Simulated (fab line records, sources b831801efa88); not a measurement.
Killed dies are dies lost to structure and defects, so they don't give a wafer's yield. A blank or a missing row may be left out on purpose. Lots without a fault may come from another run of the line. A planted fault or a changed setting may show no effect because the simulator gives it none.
A struck lot beside a sound one | flow sky130 | 17 steps out of a route of 708
Sound: wafers L211.1, L211.2, L211.5. Struck: wafers L216.1, L216.4, L216.5. The cause comes at the end.
At each step with rows: each side's tool, then ch and its chambers, then its first start. Under that, the readings that differ: sound wafers | struck wafers | difference of the means | sigmas: that difference in standard deviations of wafers without a fault.
alike: readings whose means differ by less than 2 such deviations, and words and numbers that are the same on both sides. not compared: withheld readings, readings that some wafer has no value for, bounds like >300 that may hide the same value, and numbers for which the record gives no deviation and whose values overlap.
The two part at a step that has a row with sigmas, a row that says differs or no value, or rows on one side only. Numbers that don't overlap but have no deviation are shown without sigmas and don't part them. A reading that every wafer of one side lacks parts them only if that side has two wafers or more.

SKY_FIELD_ISO_THK_MEAS_02:
  sound on film_metro-01, day 1 16:38; struck on film_metro-04, day 2 17:40
  alike: FIELD_ISO_OXIDATION_00_THK
then, 1 step without rows for these wafers: SKY_FIELD_ISO_CVD_03 (deposits Si3N4 from DCS/NH3, target thk 165 nm, time 2830 s).
SKY_FIELD_ISO_THK_MEAS_04:
  sound on film_metro-03, day 1 18:59; struck on film_metro-04, day 2 19:31
  reading                   | sound             | struck            | difference | sigmas
  FIELD_ISO_CVD_03_THK (nm) | 165.1 164.5 163.8 | 168.2 167.5 167.0 | +3.1       | +2
then, 8 steps without rows for these wafers: SKY_FIELD_ISO_DEHYDRATE_05 (time 60 s); SKY_FIELD_ISO_HMDS_06 (prime time 60 s); SKY_FIELD_ISO_COAT_07 (resist thk 60 nm); SKY_FIELD_ISO_COAT_08 (resist thk 450 nm); SKY_FIELD_ISO_SOFTBAKE_09 (time 90 s); SKY_FIELD_ISO_EXPOSE_10 (exposes mask FOM, target cd 150 nm); SKY_FIELD_ISO_PEB_11; SKY_FIELD_ISO_DEVELOP_12 (develop time 60 s).
SKY_FIELD_ISO_CD_MEAS_13: target cd 150 nm.
  sound on cd_sem-02, day 2 09:41; struck on cd_sem-01, day 3 11:44
  alike: cd_nm
SKY_FIELD_ISO_ETCH_14: etches BARC in N2/H2, stops on SiO2, time 45.9 s, target depth 60 nm.
  sound on rie_diel-03 ch 0,1,2, day 2 09:49; struck on rie_diel-03 ch 0,1,2, day 3 11:52
  reading                                          | sound             | struck            | difference | sigmas
  rf_fwd_power_W (W)                               | 491.4 496.4 498.7 | 418.2 414.2 417.4 | -78.9      | -38
  model.KrF-thick_of_FIELD_ISO_COAT_08.thk_nm (nm) | 393.7 394.2 393.7 | 398.7 401.2 400.9 | +6.4       |
  alike: drypump_motor_current_A, n2_flow_sccm, oes_product_au, throttle_valve_pct
  not compared: rf_hours_counter_h
SKY_FIELD_ISO_ETCH_15: etches the open film in CHF3/O2, stops on Si, target depth 180 nm, time 72 s.
  sound on rie_diel-03 ch 0,1,2, day 2 09:51; struck on rie_diel-03 ch 0,1,2, day 3 11:54
  reading                                          | sound             | struck            | difference | sigmas
  oes_product_au (a.u.)                            | 0.943 0.942 0.947 | 0.965 0.950 0.955 | +0.013     | +2
  model.KrF-thick_of_FIELD_ISO_COAT_08.thk_nm (nm) | 239 237.3 237.1   | 242.4 245.8 244.3 | +6.4       |
  alike: O2_flow_sccm, chf3_flow_sccm, drypump_motor_current_A, rf_fwd_power_W, throttle_valve_pct
  not compared: rf_hours_counter_h
SKY_FIELD_ISO_STRIP_16: strips in O2/N2.
  sound on plasma_asher-03 ch 0,1, day 2 09:55; struck on plasma_asher-02 ch 0, day 3 11:58
  reading                      | sound             | struck            | difference | sigmas
  strip_time_to_endpoint_s (s) | 3.591 3.548 3.552 | 3.618 3.647 3.654 | +0.076     | +3
  alike: drypump_motor_current_A, n2_flow_sccm, oes_product_au
  not compared: rf_hours_counter_h
SKY_FIELD_ISO_ETCH_17: etches Si in HBr/Cl2/O2, target depth 342 nm, time 97.7 s.
  sound on rie_si-02 ch 0,1,2, day 2 10:01; struck on rie_si-02 ch 0,2,3, day 3 12:04
  alike: O2_flow_sccm, drypump_motor_current_A, he_backside_leak_sccm, oes_product_au, rf_fwd_power_W, throttle_valve_pct
  not compared: rf_hours_counter_h
-- the record jumps here: 44 days lie between the struck wafers' starts before and after (it left off in module FIELD_ISO and takes up again in module PAD_OPEN, whose first step shown is number 708 of the route) --
SKY_PAD_OPEN_PROBE_99:
  the record has rows for the struck wafers here (prober-02, day 47 09:11) and none for the sound ones

WHERE THEY PART
First at SKY_FIELD_ISO_THK_MEAS_04; last, within this record, at SKY_PAD_OPEN_PROBE_99.

WHY: what the simulator had put in
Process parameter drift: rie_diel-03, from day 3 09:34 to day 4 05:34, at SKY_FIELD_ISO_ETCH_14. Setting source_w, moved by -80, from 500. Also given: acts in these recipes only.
